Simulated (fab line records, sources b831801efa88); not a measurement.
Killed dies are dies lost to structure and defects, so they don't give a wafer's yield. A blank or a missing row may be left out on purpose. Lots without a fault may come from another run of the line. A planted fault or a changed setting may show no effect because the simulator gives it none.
One fault seen from 2 desks | flow sky130 | each desk has only its own numbers; what lay behind them comes last

THE METROLOGY DESK
What the gauges read, lot by lot, whatever tool the lot ran on: means of the sampled wafers that have a number. A lot is out of limits, marked OUT, if its mean lies more than 4 standard deviations from the usual mean; the brackets give that distance.
Columns: A = CONTACT_CVD_00_THK at SKY_CONTACT_THK_MEAS_01, usual 75.2 nm
lot  | first seen here | A
L854 | day 30 13:11    | 75.2
L857 | day 31 05:21    | 75.6
L858 | day 31 15:11    | 75.2
L861 | day 32 23:09    | 75.2
L863 | day 33 20:31    | 74.6
L866 | day 34 22:50    | 76.8
L868 | day 35 19:51    | 74.6
L871 | day 36 11:28    | 75.9
L874 | day 36 21:49    | 75.8
L875 | day 37 01:45    | 75.1
L876 | day 37 12:01    | 74.9
L877 | day 37 19:12    | 76.0
This desk's finding: nothing out of limits on any of the 12 lots.

THE TOOL OWNER'S DESK: litho_track-01
The tool's own readings at SKY_LOCAL_INTERCONNECT_PEB_09: means of the sampled wafers that have a number, for each lot that ran on this tool. A lot is out of limits, marked OUT, if its mean lies more than 4 standard deviations from the usual mean; the brackets give that distance.
Columns: A = exhaust_pa at SKY_LOCAL_INTERCONNECT_PEB_09, usual 45.1 Pa
lot  | first seen here | A
L854 | day 30 11:00    | 45.6
L857 | day 31 03:00    | 45.2
L861 | day 32 21:00    | 45.3
L863 | day 33 19:00    | 45.5
L868 | day 35 18:00    | 43.8
L874 | day 36 20:00    | 45.4
L876 | day 37 10:00    | 43.2
This desk's finding: nothing out of limits on any of the 7 lots.

PUT TOGETHER
The metrology desk saw nothing out of limits.
The tool owner's desk saw nothing out of limits.

WHAT THE SIMULATOR HAD PUT IN
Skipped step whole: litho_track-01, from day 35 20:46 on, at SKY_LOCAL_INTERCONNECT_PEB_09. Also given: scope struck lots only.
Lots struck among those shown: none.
